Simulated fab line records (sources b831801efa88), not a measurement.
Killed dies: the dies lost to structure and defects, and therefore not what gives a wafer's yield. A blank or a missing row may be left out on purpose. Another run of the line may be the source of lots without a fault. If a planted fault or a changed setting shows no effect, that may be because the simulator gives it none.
fab line records | flow sky130
record lots=5 | wafers=15 | last_day=50
route steps=708 shown LDD_HVN@270 LDD_HVP@278 PAD_OPEN@708
lots that met no fault: from a run of the same line without faults
start_h: hours from the record's first day to the start of the lot's first wafer shown | wait_h: hours since the lot's step before | " unchanged from the row above | L1.1+2: several wafers, shown together as one row | - value missing, or start not given | * or withheld: withheld | < > ~ a bound
route shown NAME@n: names a module that has steps shown in the file, with the first one's number in the route | usual: mean/standard deviation of fault-free wafers | same: alike in all rows | chamber/n: place in a boat | sites: readings site by site | _std_site: standard deviation across them | _edge_site: mean of outer sites minus mean of inner sites | radius_mm: how far each site lies from the wafer's centre | mask NAME#n: copy n | behind: tool/chamber where the wafer was last shaped | hold: why the lot went on hold/how many hours it stayed there/how the hold came to an end | device: names the non-switching transistor (n, p or np) | end of line: the tests these same wafers got at the end of their route | a step with no rows: only its recipe | killed: dies lost to structure and defects at the first sort, not the wafer's yield | map: the dies of a wafer, with x for killed, . for not killed, _ for no die there
set.NAME: the setting that was run; set.NAME@STEP: the one run at that earlier step | model.NAME: the simulator's own value behind a step, which no gauge read
lots at some steps of the route; a table a step, a row a wafer
services: the hour from which a tool's chamber was out of use, counted from the record's first day as start_h (under 0 if before that day), plus the number of hours and why
## steps
# step SKY_LDD_HVN_SOFTBAKE_03
# recipe temp_c=90 | time_s=60 | resist=NOVOLAK
# step SKY_LDD_HVN_EXPOSE_04
# recipe mask_id=HVNTM | na=0.6 | source_shape=conventional | sigma_outer=0.6 | polarization=unpolarized | target_cd_nm=700 | dose_mj=127
# step SKY_LDD_HVN_PEB_05
# recipe temp_c=withheld | time_s=* | resist=NOVOLAK
# step SKY_LDD_HVN_DEVELOP_06
# recipe resist=NOVOLAK | developer=TMAH | develop_time_s=60 | dev_temp_c=23
# step SKY_LDD_HVN_OVL_MEAS_07
# usual LDD_HVN_OVL=0.3/1.3
lot.wafer | tool       | chamber | start_h | wait_h | LDD_HVN_OVL[nm]
L610.2    | overlay-02 | -       | 473.36  | 0.1    | -1.3
L610.3    | "          | -       | "       | "      | 0.3
L610.5    | "          | -       | "       | "      | 0.1
L613.2    | overlay-01 | -       | 503.56  | 0.1    | 0.1
L613.3    | "          | -       | "       | "      | -1.2
L613.5    | "          | -       | "       | "      | 1.0
L614.3    | overlay-02 | -       | 523.42  | 0.1    | 0.8
L614.5    | "          | -       | "       | "      | -2.1
L614.6    | "          | -       | "       | "      | -0.6
L620.1    | overlay-02 | -       | 558.18  | 0.1    | -0.5
L620.2    | "          | -       | "       | "      | -2.5
L620.5    | "          | -       | "       | "      | -1.7
L631.1    | overlay-02 | -       | 660.58  | 0.1    | 0.1
L631.3    | "          | -       | "       | "      | -0.2
L631.4    | "          | -       | "       | "      | 1.5
# step SKY_LDD_HVN_IMPLANT_08
# recipe species=P | energy_kev=60 | dose_cm2=3e+13 | tilt_deg=40
# step SKY_LDD_HVN_STRIP_09
# recipe chemistry=O2/N2 | power_w=1400 | pressure_mtorr=1500 | platen_temp_c=withheld | o2_flow_sccm=3000 | n2_flow_sccm=300 | overash_fraction=0.5
# usual drypump_motor_current_A=5.6/0.54 | o2_flow_sccm=3000/8 | oes_product_au=0.409/0.0047 | strip_time_to_endpoint_s=4.133/0.014
lot.wafer | tool            | chamber | start_h | wait_h | drypump_motor_current_A | o2_flow_sccm | oes_product_au | rf_hours_counter_h | strip_time_to_endpoint_s
L610.2    | plasma_asher-02 | 0       | 473.54  | 0.1    | 5.3                     | 3005         | 0.417          | 66                 | 4.150
L610.3    | "               | 1       | "       | "      | 5.1                     | 2996         | 0.404          | -                  | 4.151
L610.5    | "               | 1       | "       | "      | 5.1                     | 3008         | 0.403          | -                  | 4.154
L613.2    | plasma_asher-02 | 0       | 503.74  | 0.1    | 5.3                     | 2995         | 0.407          | 68                 | 4.128
L613.3    | "               | 1       | "       | "      | 5.1                     | 3000         | 0.411          | -                  | 4.137
L613.5    | "               | 1       | "       | "      | 5.1                     | 3004         | 0.408          | -                  | 4.149
L614.3    | plasma_asher-02 | 1       | 523.63  | 0.1    | 5.1                     | 3004         | 0.399          | -                  | 4.140
L614.5    | "               | 0       | "       | "      | 5.3                     | 3005         | 0.411          | -                  | 4.156
L614.6    | "               | 1       | "       | "      | 5.1                     | 3015         | 0.402          | -                  | 4.125
L620.1    | plasma_asher-01 | 0       | 558.37  | 0.1    | 6.8                     | 3008         | 0.415          | 43                 | 4.125
L620.2    | "               | 1       | "       | "      | 5.8                     | 2997         | 0.404          | 43                 | 4.142
L620.5    | "               | 1       | "       | "      | 5.8                     | 2996         | 0.409          | -                  | 4.143
L631.1    | plasma_asher-01 | 0       | 660.77  | 0.1    | 6.7                     | 3005         | 0.411          | 55                 | 4.116
L631.3    | "               | 0       | "       | "      | 6.7                     | 3008         | 0.403          | -                  | 4.127
L631.4    | "               | 1       | "       | "      | 5.8                     | 2993         | 0.408          | -                  | 4.124
# step SKY_LDD_HVN_TW_MEAS_10
# usual LDD_HVN_TW=1433/12
lot.wafer | tool          | chamber | start_h | wait_h | LDD_HVN_TW
L610.2    | film_metro-03 | -       | 473.65  | 0.1    | 1437
L610.3    | "             | -       | "       | "      | 1433
L610.5    | "             | -       | "       | "      | 1431
L613.2    | film_metro-03 | -       | 503.85  | 0.1    | 1428
L613.3    | "             | -       | "       | "      | 1441
L613.5    | "             | -       | "       | "      | 1429
L614.3    | film_metro-03 | -       | 523.71  | 0.1    | 1436
L614.5    | "             | -       | "       | "      | 1431
L614.6    | "             | -       | "       | "      | 1434
L620.1    | film_metro-03 | -       | 558.51  | 0.1    | 1450
L620.2    | "             | -       | "       | "      | 1448
L620.5    | "             | -       | "       | "      | 1438
L631.1    | film_metro-04 | -       | 660.87  | 0.1    | 1430
L631.3    | "             | -       | "       | "      | 1432
L631.4    | "             | -       | "       | "      | 1421
# step SKY_LDD_HVP_DEHYDRATE_00
# recipe temp_c=200 | time_s=60
# step SKY_LDD_HVP_HMDS_01
# recipe prime_time_s=60 | prime_temp_c=120
# step SKY_LDD_HVP_COAT_02
# recipe resist=NOVOLAK | spin_rpm=3000 | resist_thk_nm=300
# step SKY_LDD_HVP_SOFTBAKE_03
# recipe temp_c=90 | time_s=60 | resist=NOVOLAK
# step SKY_LDD_HVP_EXPOSE_04
# recipe mask_id=HVPTM | na=0.6 | source_shape=conventional | sigma_outer=0.6 | polarization=unpolarized | target_cd_nm=700 | dose_mj=86
lot.wafer  | tool             | chamber | start_h | wait_h | mask
L610.2+3+5 | iline_stepper-02 | 0       | 489.55  | -      | HVPTM#0
L613.2+3+5 | iline_stepper-02 | 0       | 519.20  | -      | HVPTM#0
L614.3+5+6 | iline_stepper-02 | 0       | 539.07  | -      | HVPTM_R1#0
L620.1+2+5 | iline_stepper-01 | 0       | 574.12  | -      | HVPTM#0
L631.1+3+4 | iline_stepper-01 | 0       | 674.88  | -      | HVPTM#0
# step SKY_LDD_HVP_PEB_05
# recipe temp_c=withheld | time_s=* | resist=NOVOLAK
# step SKY_PAD_OPEN_PROBE_99
# usual killed_at_M0_to_M3=44/7.2 | killed_at_M4_up=2.9/1.8 | killed_at_contacts=24/5.6 | killed_at_front_end=15/4.2 | killed_at_other=0.4/0.71 | killed_dies=86/9.2 | killed_open=47/7.2 | killed_short=39/5.7
# same gross_dies=492 | killed_at_back_side=0
lot.wafer | tool      | chamber | start_h | wait_h | killed_at_M0_to_M3 | killed_at_M4_up | killed_at_contacts | killed_at_front_end | killed_at_other | killed_dies | killed_open | killed_short
L610.2    | prober-01 | -       | 1083.62 | 0.1    | 35                 | 0               | 23                 | 15                  | 1               | 74          | 30          | 43
L610.3    | prober-01 | -       | 1083.67 | 0.2    | 46                 | 4               | 16                 | 10                  | 0               | 76          | 36          | 40
L610.5    | prober-01 | -       | 1083.77 | 0.2    | 43                 | 1               | 29                 | 12                  | 2               | 87          | 50          | 35
L613.2    | prober-02 | -       | 1105.11 | 0.1    | 36                 | 2               | 28                 | 11                  | 0               | 77          | 37          | 40
L613.3    | prober-02 | -       | 1105.16 | 0.2    | 46                 | 2               | 29                 | 13                  | 1               | 91          | 51          | 40
L613.5    | prober-02 | -       | 1105.26 | 0.2    | 41                 | 7               | 29                 | 17                  | 0               | 94          | 50          | 44
L614.3    | prober-02 | -       | 1118.17 | 0.2    | 51                 | 1               | 12                 | 11                  | 0               | 75          | 47          | 27
L614.5    | prober-02 | -       | 1118.27 | 0.2    | 56                 | 4               | 12                 | 14                  | 2               | 88          | 41          | 47
L614.6    | prober-02 | -       | 1118.32 | 0.2    | 43                 | 2               | 29                 | 19                  | 0               | 93          | 47          | 45
L620.1    | prober-02 | -       | 1143.07 | 0.1    | 41                 | 2               | 28                 | 24                  | 0               | 95          | 55          | 40
L620.2    | prober-02 | -       | 1143.12 | 0.1    | 54                 | 4               | 20                 | 14                  | 0               | 92          | 47          | 45
L620.5    | prober-02 | -       | 1143.27 | 0.2    | 29                 | 5               | 20                 | 14                  | 0               | 68          | 39          | 28
L631.1    | prober-01 | -       | 1200.18 | 0.1    | 37                 | 4               | 22                 | 16                  | 0               | 79          | 38          | 40
L631.3    | prober-01 | -       | 1200.28 | 0.2    | 47                 | 3               | 19                 | 18                  | 0               | 87          | 45          | 41
L631.4    | prober-01 | -       | 1200.33 | 0.2    | 35                 | 4               | 21                 | 11                  | 1               | 72          | 41          | 29
# killed by level:class
L610.2 VIA1:geometric_particle:short=9 CONTACT:geometric_particle:open=9 VIA3:geometric_particle:open=9 FIELD_ISO:geometric_particle:short=6 LOCAL_INTERCONNECT:geometric_particle:short=6 VIA2:geometric_particle:short=5 CONTACT:geometric_particle:short=4 VIA1:geometric_particle:open=4
L610.3 METAL1:geometric_particle:short=9 VIA1:geometric_particle:open=8 VIA3:geometric_particle:short=7 VIA3:geometric_particle:open=6 LI_CONTACT:geometric_particle:open=5 VIA1:geometric_particle:short=5 VIA2:geometric_particle:open=4 POLY_GATE:geometric_particle:short=3
L610.5 VIA1:geometric_particle:open=9 LI_CONTACT:geometric_particle:open=8 VIA2:geometric_particle:open=8 LI_CONTACT:geometric_particle:short=7 VIA3:geometric_particle:open=7 FIELD_ISO:geometric_particle:open=6 CONTACT:geometric_particle:open=6 VIA1:geometric_particle:short=5
L613.2 CONTACT:geometric_particle:open=13 VIA1:geometric_particle:short=7 POLY_GATE:geometric_particle:short=5 CONTACT:geometric_particle:short=5 VIA3:geometric_particle:short=5 LI_CONTACT:geometric_particle:open=4 VIA1:geometric_particle:open=4 METAL2:geometric_particle:short=4
L613.3 CONTACT:geometric_particle:open=11 VIA1:geometric_particle:open=9 VIA2:geometric_particle:open=7 LI_CONTACT:geometric_particle:open=7 CONTACT:geometric_particle:short=7 VIA3:geometric_particle:open=7 VIA1:geometric_particle:short=6 METAL1:geometric_particle:short=5
L613.5 CONTACT:geometric_particle:open=12 VIA1:geometric_particle:open=10 VIA2:geometric_particle:open=10 VIA1:geometric_particle:short=7 FIELD_ISO:geometric_particle:short=6 LI_CONTACT:geometric_particle:open=6 CONTACT:geometric_particle:short=6 METAL4:geometric_particle:short=6
L614.3 VIA1:geometric_particle:open=13 VIA1:geometric_particle:short=7 VIA2:geometric_particle:open=7 VIA3:geometric_particle:open=7 CONTACT:geometric_particle:open=5 METAL2:geometric_particle:short=4 LI_CONTACT:geometric_particle:open=4 FIELD_ISO:geometric_particle:short=3
L614.5 VIA1:geometric_particle:open=12 VIA3:geometric_particle:open=10 METAL1:geometric_particle:short=6 VIA1:geometric_particle:short=6 FIELD_ISO:geometric_particle:short=5 LOCAL_INTERCONNECT:geometric_particle:short=5 VIA2:geometric_particle:open=5 VIA2:geometric_particle:short=5
L614.6 VIA1:geometric_particle:open=12 CONTACT:geometric_particle:open=11 VIA3:geometric_particle:open=7 LOCAL_INTERCONNECT:geometric_particle:short=6 VIA2:geometric_particle:short=6 LI_CONTACT:geometric_particle:open=5 METAL1:geometric_particle:short=5 POLY_GATE:geometric_particle:short=4
L620.1 CONTACT:geometric_particle:open=11 FIELD_ISO:geometric_particle:open=10 VIA1:geometric_particle:open=10 FIELD_ISO:geometric_particle:short=6 LI_CONTACT:geometric_particle:short=6 VIA2:geometric_particle:open=6 LI_CONTACT:geometric_particle:open=5 CONTACT:geometric_particle:short=5
L620.2 VIA2:geometric_particle:open=11 VIA1:geometric_particle:open=11 FIELD_ISO:geometric_particle:short=7 VIA1:geometric_particle:short=7 LI_CONTACT:geometric_particle:open=7 METAL1:geometric_particle:short=7 LOCAL_INTERCONNECT:geometric_particle:short=5 VIA3:geometric_particle:open=5
L620.5 CONTACT:geometric_particle:open=6 LI_CONTACT:geometric_particle:open=5 VIA1:geometric_particle:short=5 POLY_GATE:geometric_particle:open=4 LI_CONTACT:geometric_particle:short=4 VIA2:geometric_particle:open=4 METAL1:geometric_particle:open=4 VIA1:geometric_particle:open=4
L631.1 VIA1:geometric_particle:open=7 CONTACT:geometric_particle:short=6 CONTACT:geometric_particle:open=6 VIA1:geometric_particle:short=6 LI_CONTACT:geometric_particle:open=5 METAL1:geometric_particle:short=5 LOCAL_INTERCONNECT:geometric_particle:short=4 METAL2:geometric_particle:short=4
L631.3 VIA1:geometric_particle:open=13 CONTACT:geometric_particle:open=8 VIA2:geometric_particle:open=8 METAL1:geometric_particle:short=7 METAL2:geometric_particle:short=7 FIELD_ISO:geometric_particle:short=6 FIELD_ISO:geometric_particle:open=5 CONTACT:geometric_particle:short=4
L631.4 VIA1:geometric_particle:open=7 CONTACT:geometric_particle:open=7 METAL1:geometric_particle:open=5 VIA3:geometric_particle:open=5 POLY_GATE:geometric_particle:open=4 LI_CONTACT:geometric_particle:open=4 LOCAL_INTERCONNECT:geometric_particle:short=4 VIA1:geometric_particle:short=4
## services
tool             | chamber | start_h | hours | kind
iline_stepper-02 | -       | 461.96  | 1.7   | pm
iline_stepper-02 | 0       | 462.04  | -     | calibration
iline_stepper-02 | -       | 466.70  | 4.4   | pm
iline_stepper-01 | -       | 476.10  | 1.7   | pm
iline_stepper-01 | 0       | 486.06  | -     | calibration
iline_stepper-02 | -       | 506.06  | 1.8   | repair
plasma_asher-01  | -       | 511.19  | 28.1  | pm
iline_stepper-01 | -       | 512.70  | 2.1   | pm
iline_stepper-01 | -       | 514.78  | -     | consumable_replace:lamp
plasma_asher-02  | -       | 546.82  | 2.8   | pm
plasma_asher-02  | -       | 577.61  | 15.6  | pm
plasma_asher-01  | -       | 615.14  | 4.3   | pm
## key
first_sign step=SKY_LDD_HVP_EXPOSE_04 | reading=mask | direction=changed
effect none on later readings
met_at SKY_LDD_HVP_EXPOSE_04
struck_wafers L614.3,L614.5,L614.6
tester_left_out L614
onset_between 519.20 539.07
fault kind=wrong_mask | tool=any | chamber=- | onset_h=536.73 | steps=SKY_LDD_HVP_EXPOSE_04 | aux_copy=HVPTM_R1#0 | cd_offset_nm=49 | scope=struck_lots_only
# tester_left_out: of these lots the tester's yield and bins aren't shown, on N5 and GAA mostly nor the transistor test; their killed dies are dies lost to structure and defects alone, not to doping, threshold or leakage, so they don't give the yield
